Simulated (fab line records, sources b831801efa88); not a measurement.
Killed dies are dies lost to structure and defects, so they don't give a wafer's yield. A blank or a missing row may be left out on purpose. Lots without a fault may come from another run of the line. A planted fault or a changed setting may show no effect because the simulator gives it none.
Which tool did it? | flow gf180mcu | 13 lots, 39 wafers sampled, at 1 step of a route of 602

WHAT THE GAUGES READ, wafer by wafer
GF_LVPWELL_OVL_MEAS_07.
lot  | measured    | on         | LVPWELL_OVL (nm)
L601 | day 4 12:26 | overlay-01 | -2.6 -3.2 -0.9
L602 | day 4 21:04 | overlay-01 | -0.2 0.7 2.3
L603 | day 5 00:11 | overlay-01 | -0.8 -0.8 -0.2
L604 | day 5 00:32 | overlay-01 | 0.0 -0.3 -1.3
L606 | day 5 17:22 | overlay-02 | 0.6 1.7 1.3
L607 | day 5 17:57 | overlay-01 | -0.4 -0.2 0.8
L608 | day 6 00:35 | overlay-02 | 0.7 -1.1 -1.2
L610 | day 6 11:47 | overlay-02 | -1.4 -0.2 0.2
L612 | day 6 22:29 | overlay-02 | -1.8 -0.8 -0.8
L616 | day 7 20:44 | overlay-02 | -0.6 -0.2 -0.3
L620 | day 8 19:37 | overlay-02 | -2.2 0.3 -0.4
L621 | day 9 00:29 | overlay-01 | 0.2 0.3 -0.4
L622 | day 9 06:08 | overlay-01 | -2.0 -2.0 -0.4

WHICH TOOL RAN EACH LOT (tool, then ch and the chambers of the sampled wafers, then the start)
The record holds no process step before these readings.

WHAT THE TOOLS THEMSELVES READ (means of the sampled wafers that have a number; where no wafer has one, the mark that the record gives instead)
The record holds no such reading with a usual standard deviation.

THE ANSWER, worked out from the rows above alone
Rule: what is usual is taken from the lots themselves. Put in order of their means at a reading, lots are off if they are a third of the lots or fewer, leave a main group of 4 or more, and stand apart from it by a gap of 3 or more times the standard deviation of the main group's means; of several such gaps the widest counts. A main group whose means are all the same, to the digits that the tables above print for the reading, isn't used. A lot without any number at a reading at which 4 lots or more have one is off too. The other lots that the step has rows for count as sound. The gauges are gone through in route order, then the tools' own readings, and for those a lot's mean is taken as printed above. The first step at which some lot is off is used, and at that step the reading that is off furthest; a lot without a number counts as furthest.
No lot is off at any reading shown: from this, nothing can be told.

WHAT THE SIMULATOR HAD PUT IN
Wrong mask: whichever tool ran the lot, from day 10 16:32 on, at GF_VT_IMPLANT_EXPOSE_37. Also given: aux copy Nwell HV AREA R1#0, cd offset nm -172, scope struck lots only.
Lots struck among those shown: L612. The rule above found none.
